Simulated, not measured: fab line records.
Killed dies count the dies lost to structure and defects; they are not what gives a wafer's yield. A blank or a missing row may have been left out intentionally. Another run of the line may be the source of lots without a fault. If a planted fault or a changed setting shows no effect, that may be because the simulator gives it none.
Code-filled problem report in 8D (eight disciplines) form ; flow gf180mcu ; the parts of the form that need people (team, actions taken, sign-off) are left out

== 1. THE PROBLEM ==
chamber-pressure-pa at GF_V5_SPUTTER_21 reads a mean of 4.555 Pa on 6 wafers of 2 lots; wafers without a fault read 5.000 Pa with a standard deviation of 0.0092. That puts it -48 standard deviations away from the usual mean.
The step: material Ti, target thk 15 nm, time 80.02 s.
Seen first at day 29 18:53 on pvd-sputter-01, wafer L636.1. The record holds 39 wafers of 13 lots with a number at this step. Rule for "out" (also "out of limits"): further than 4 standard deviations from the usual mean. All remaining wafers that have a number are taken as sound.

== 2. WHAT THIS IS AND IS NOT ==
question;is;is not
which readings at this step;chamber-pressure-pa;throttle-valve-pct
which lots;L636, L638;L628, L630, L631, L641, L642, L643, L647, L648, L649, L650, L651
which wafers of those lots;all that have a number;-
read on which tools;pvd-sputter-01;pvd-sputter-02, pvd-sputter-03
when;from day 29 18:53;"up to then (9 sound wafers); but 24 sound wafers of L641, L642, L643, L647, L648, L649, L650, L651 came after"

== 3. WHAT RULES OUT EACH SUSPECT ==
Counting: any tool at a process step up to the reading is kept as a suspect provided that every lot that is out went through it and no sound lot did after the first of them.
- pvd-sputter-01 at GF_V5_SPUTTER_21 (material Ti, target thk 15 nm, time 80.02 s): ruled out as a lasting fault. Sound lots L649 ran on it after its first lot that is out, L636 (day 29 18:53).
Left after counting: nothing in the record.

== 4. THE CAUSE (what the simulator had put in) ==
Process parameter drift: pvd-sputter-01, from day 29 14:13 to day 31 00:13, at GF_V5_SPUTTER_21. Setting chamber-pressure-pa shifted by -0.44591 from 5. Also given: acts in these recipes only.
Counting ruled it out, wrongly.

== 5. THE EFFECT CHAIN, in route order ==
Each row: a reading whose mean over the struck wafers that have a number lies more than 3 standard deviations from the usual. Scope: only readings with a usual standard deviation given in the record; hours: median across lots of the time from each lot's start at the first step in this table that gives one to its start at this step; sigmas: change in usual standard deviations.
hours;step;reading;usual;on struck wafers;change;sigmas
0;GF_V5_SPUTTER_21;chamber-pressure-pa;5.000 Pa;4.555;-0.445;-48
The process steps in it:
- GF_V5_SPUTTER_21: material Ti, target thk 15 nm, time 80.02 s.

== 6. WHAT WOULD HAVE CAUGHT IT SOONER ==
First out-of-limits reading in this record: day 29 18:53, which is 5 hours after fault onset at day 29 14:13.
